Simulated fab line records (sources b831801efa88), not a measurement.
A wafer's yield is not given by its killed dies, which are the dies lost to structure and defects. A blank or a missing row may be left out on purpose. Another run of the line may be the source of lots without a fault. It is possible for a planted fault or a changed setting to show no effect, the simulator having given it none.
8D (eight disciplines) problem report, filled in by code || flow sky130 || the parts of the form that need people (team, actions taken, sign-off) are left out

1. THE ISSUE
SONOS_ONO_CVD_04_THK at SKY_SONOS_ONO_THK_MEAS_05 reads a mean of 7.10 nm on 6 wafers of 2 lots; wafers without a fault read 5.73 nm with a standard deviation of 0.1. That puts it +14 standard deviations away from the usual mean.
First seen on wafer L938.1, day 16 22:50, on filmMetro-01. The record holds 39 wafers of 13 lots with a number at this step. By rule, "out" or "out of limits" means more than 4 standard deviations away from the usual mean. Any other wafer with a number is counted as sound.

2. WHAT IT IS, WHAT IT ISN'T
{"question": "which readings at this step", "is": "SONOS_ONO_CVD_04_THK", "is not": "-"}
{"question": "which lots", "is": "L938, L939", "is not": "L922, L925, L926, L927, L928, L929, L930, L931, L932, L933, L937"}
{"question": "which wafers of those lots", "is": "all that have a number", "is not": "-"}
{"question": "read on which gauges", "is": "filmMetro-01, filmMetro-02", "is not": "filmMetro-03"}
{"question": "when", "is": "from day 16 22:50", "is not": "up to then (33 sound wafers)"}

3. THE SUSPECTS, EACH WITH WHAT RULES IT OUT
Counting: any tool at a process step up to the reading is kept as a suspect provided that every lot that is out went through it and no sound lot did after the first of them.
- the gauge at SKY_SONOS_ONO_THK_MEAS_05: ruled out. Those wafers that are out were read across 2 gauges (filmMetro-01, filmMetro-02).
- lpcvd-03 at SKY_SONOS_ONO_CVD_04 (deposits SiO2 from SiH4/N2O, target thk 5.7199 nm): kept. Every lot that is out went through it, starting with L938 (day 16 21:35), and after that it ran no sound lot; the last sound lot it ran before then is L937 (day 16 10:56).
The count leaves lpcvd-03 at SKY_SONOS_ONO_CVD_04.

4. THE CAUSE (what the simulator had put in)
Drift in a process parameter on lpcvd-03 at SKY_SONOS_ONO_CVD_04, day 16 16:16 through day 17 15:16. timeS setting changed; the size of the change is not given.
Counting left only this tool.

5. SEQUENCE OF EFFECTS, ordered by route
One row per reading whose mean, taken over the struck wafers that have a number, lies over 3 standard deviations from the usual. Only readings whose record carries a usual standard deviation are examined. hours: median over the lots of the time between each lot's start at the first step of this table that gives one and its start at this step. sigmas: the change, counted in usual standard deviations.
{"hours": 0, "step": "SKY_SONOS_ONO_THK_MEAS_05", "reading": "SONOS_ONO_CVD_04_THK", "usual": "5.73 nm", "on struck wafers": 7.10, "change": "+1.37", "sigmas": "+14"}
Later steps that measure or inspect, where all struck wafers having a row at the step show a number for every such reading and not one has moved that far: SKY_SONOS_ONO_OVL_MEAS_14.

6. HOW IT WOULD HAVE BEEN CAUGHT EARLIER
In this record the first reading out of limits at a measuring or inspecting step was taken at day 16 22:50, 7 hours after the fault began at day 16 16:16.
Lots out: 2; of these, L939 started SKY_SONOS_ONO_CVD_04 on lpcvd-03 after day 16 22:50. Holding the tool at that time would have saved it.
